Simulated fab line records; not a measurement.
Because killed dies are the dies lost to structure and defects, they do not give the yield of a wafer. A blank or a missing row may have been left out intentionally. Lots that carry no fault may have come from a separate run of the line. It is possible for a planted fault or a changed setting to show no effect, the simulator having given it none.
Split-lot experiment + flow sky130 + 23 wafers read from 5 lots, route of 708 steps

## ON THE SPLIT
At SKY_PWDE_COAT_02 (resist thk 3000 nm), the setting resist-thk-nm was moved away from the recipe's 3000 nm on 10 of the 23 wafers read, by -5.1% to +4.7%. For the rest of the wafers, this setting stayed at what the recipe calls for.

The reading comes from the split's own step.

## THE READING
coat_of_PWDE_COAT_02.thk-nm (the simulator's own value, which no gauge read), in nm, at SKY_PWDE_COAT_02 (resist thk 3000 nm). No usual value for it is given in the file. The 13 wafers here that ran the recipe average 2997 nm, standard deviation 6.6 nm.

| wafer  | tool, chamber at the split | resist-thk-nm as run, nm | against the recipe | coat_of_PWDE_COAT_02.thk-nm, nm | against lot-mates on the recipe |
|--------|----------------------------|--------------------------|--------------------|---------------------------------|---------------------------------|
| L075.1 | litho-track-03, 0          | 3050                     | +1.7%              | 3057                            | +54                             |
| L075.2 | litho-track-03, 0          | 3000                     | recipe             | 3003                            | -                               |
| L075.3 | litho-track-03, 0          | 3050                     | +1.7%              | 3050                            | +48                             |
| L075.4 | litho-track-03, 0          | 3050                     | +1.7%              | 3050                            | +48                             |
| L075.5 | litho-track-03, 0          | 3000                     | recipe             | 3002                            | -                               |
| L078.2 | litho-track-02, 0          | 3140                     | +4.7%              | 3131                            | +141                            |
| L078.3 | litho-track-02, 0          | 3000                     | recipe             | 2993                            | -                               |
| L078.4 | litho-track-02, 0          | 3000                     | recipe             | 2991                            | -                               |
| L078.5 | litho-track-02, 0          | 3000                     | recipe             | 2986                            | -                               |
| L078.6 | litho-track-02, 0          | 3140                     | +4.7%              | 3133                            | +143                            |
| L079.2 | litho-track-03, 0          | 2848                     | -5.1%              | 2846                            | -152                            |
| L079.3 | litho-track-03, 0          | 3000                     | recipe             | 3007                            | -                               |
| L079.4 | litho-track-03, 0          | 2848                     | -5.1%              | 2847                            | -151                            |
| L079.5 | litho-track-03, 0          | 3000                     | recipe             | 2994                            | -                               |
| L079.6 | litho-track-03, 0          | 3000                     | recipe             | 2992                            | -                               |
| L080.2 | litho-track-03, 0          | 2952                     | -1.6%              | 2963                            | -41                             |
| L080.3 | litho-track-03, 0          | 2952                     | -1.6%              | 2963                            | -41                             |
| L080.4 | litho-track-03, 0          | 2952                     | -1.6%              | 2954                            | -50                             |
| L080.5 | litho-track-03, 0          | 3000                     | recipe             | 2999                            | -                               |
| L080.6 | litho-track-03, 0          | 3000                     | recipe             | 3009                            | -                               |
| L084.1 | litho-track-03, 0          | 3000                     | recipe             | 2990                            | -                               |
| L084.3 | litho-track-03, 0          | 3000                     | recipe             | 2995                            | -                               |
| L084.6 | litho-track-03, 0          | 3000                     | recipe             | 2998                            | -                               |

THE FIT
A straight line over all 23 wafers: coat_of_PWDE_COAT_02.thk-nm changes by +29.2 nm for each +1% of resist-thk-nm; r = +0.99; the points scatter about the line by 7 nm.
The same after taking each lot's own level away (the mean of its wafers on the recipe; 23 wafers): +29.9 nm for each +1%; r = +1.00; scatter 4.2 nm.
That fit puts the effect of the largest move of resist-thk-nm on the reading at 1.5e+02 nm.
From 2990.0 to 3004.0 nm: that is the span of the lots' own levels, equal to 2.1 times the standard deviation above.
Consequently the slope shifts little with the lot-to-lot level, the two slopes agreeing.
Check: with one of the wafers moved furthest among these (-5.1%) left out of the fit, the line predicts -151 nm for it against its lot-mates. Against them it came out at -152 nm.

## ADDITIONAL SPLITS CARRIED BY THESE WAFERS
Other splits were also applied to these wafers ahead of the reading. Each is held against what the fit with the lots' levels taken away leaves over:
| other split on the same wafers   | wafers away from the commonest value | r with coat_of_PWDE_COAT_02.thk-nm (lot level and that fit taken away) |
|----------------------------------|--------------------------------------|------------------------------------------------------------------------|
| SKY_FIELD_ISO_EXPOSE_10 dose-mj  | 8                                    | +0.07                                                                  |
| SKY_NWELL_OXIDATION_01 ox-time-s | 18                                   | +0.03                                                                  |

## THE WHOLE CHAIN: every reading that the file lists as answering this split, in the file's order
| step              | what it does       | reading                                                                      | change (the file's fit)              | r (the file's) |
|-------------------|--------------------|------------------------------------------------------------------------------|--------------------------------------|----------------|
| SKY_PWDE_COAT_02  | resist thk 3000 nm | coat_of_PWDE_COAT_02.thk-nm (the simulator's own value, which no gauge read) | +30 nm for each +1% of the setting   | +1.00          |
| SKY_PWDE_STRIP_09 | strips in O2/N2    | strip-time-to-endpoint-s                                                     | withheld for each +1% of the setting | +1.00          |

## FILE'S OWN FIT
coat_of_PWDE_COAT_02.thk-nm changes by +30 nm for each +1% of resist-thk-nm, r = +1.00.
